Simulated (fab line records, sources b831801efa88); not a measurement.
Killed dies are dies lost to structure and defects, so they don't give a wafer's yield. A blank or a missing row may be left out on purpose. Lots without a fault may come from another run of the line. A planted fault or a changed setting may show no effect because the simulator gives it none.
Which tool did it? | flow gf180mcu | 12 lots, 36 wafers sampled, at 2 steps of a route of 602

WHAT THE GAUGES READ, wafer by wafer
GF_V5_THK_MEAS_03.
lot  | measured     | on            | V5_CVD_02_THK (nm)
L075 | day 26 14:33 | film_metro-01 | 1418 1447 1447
L077 | day 27 06:57 | film_metro-02 | 1433 1456 1443
L080 | day 28 10:37 | film_metro-03 | 1376 1436 1418
L081 | day 28 18:02 | film_metro-01 | 1437 1435 1465
L083 | day 29 12:32 | film_metro-01 | 1469 1452 1485
L085 | day 30 00:39 | film_metro-03 | 1410 1432 1444
L087 | day 30 15:52 | film_metro-03 | 1416 1446 1449
L089 | day 31 04:55 | film_metro-02 | 1450 1465 1452
L091 | day 31 20:01 | film_metro-01 | 1448 1441 1452
L094 | day 32 04:07 | film_metro-01 | 1409 1424 1441
L095 | day 32 12:37 | film_metro-01 | 1444 1456 1439
L097 | day 32 23:43 | film_metro-01 | 1443 1456 1484

WHICH TOOL RAN EACH LOT (tool, then ch and the chambers of the sampled wafers, then the start)
lot  | GF_V5_CVD_02
L075 | pecvd-01 ch 0,2, day 26 14:26
L077 | pecvd-04 ch 0,1,2, day 27 06:49
L080 | pecvd-01 ch 0,1,2, day 28 10:30
L081 | pecvd-02 ch 1,2, day 28 17:55
L083 | pecvd-02 ch 0,2, day 29 12:25
L085 | pecvd-04 ch 0,2, day 30 00:33
L087 | pecvd-04 ch 0,1,2, day 30 15:45
L089 | pecvd-02 ch 0,2, day 31 04:49
L091 | pecvd-04 ch 0,1,2, day 31 19:56
L094 | pecvd-01 ch 0,1,2, day 32 03:59
L095 | pecvd-01 ch 0,2, day 32 12:29
L097 | pecvd-02 ch 0,2, day 32 23:36
- GF_V5_CVD_02: deposits SiO2 from TEOS, target thk 1450 nm, time 163.28 s.

THE ANSWER, worked out from the rows above alone
Rule: what is usual is taken from the lots themselves. Put in order of their means at a reading, lots are off if they are a third of the lots or fewer, leave a main group of 4 or more, and stand apart from it by a gap of 3 or more times the standard deviation of the main group's means; of several such gaps the widest counts. A main group whose means are all the same, to the digits that the tables above print for the reading, isn't used. A lot without any number at a reading at which 4 lots or more have one is off too. The other lots that the step has rows for count as sound.
No lot is off at any reading shown: from this, nothing can be told.

WHAT THE SIMULATOR HAD PUT IN
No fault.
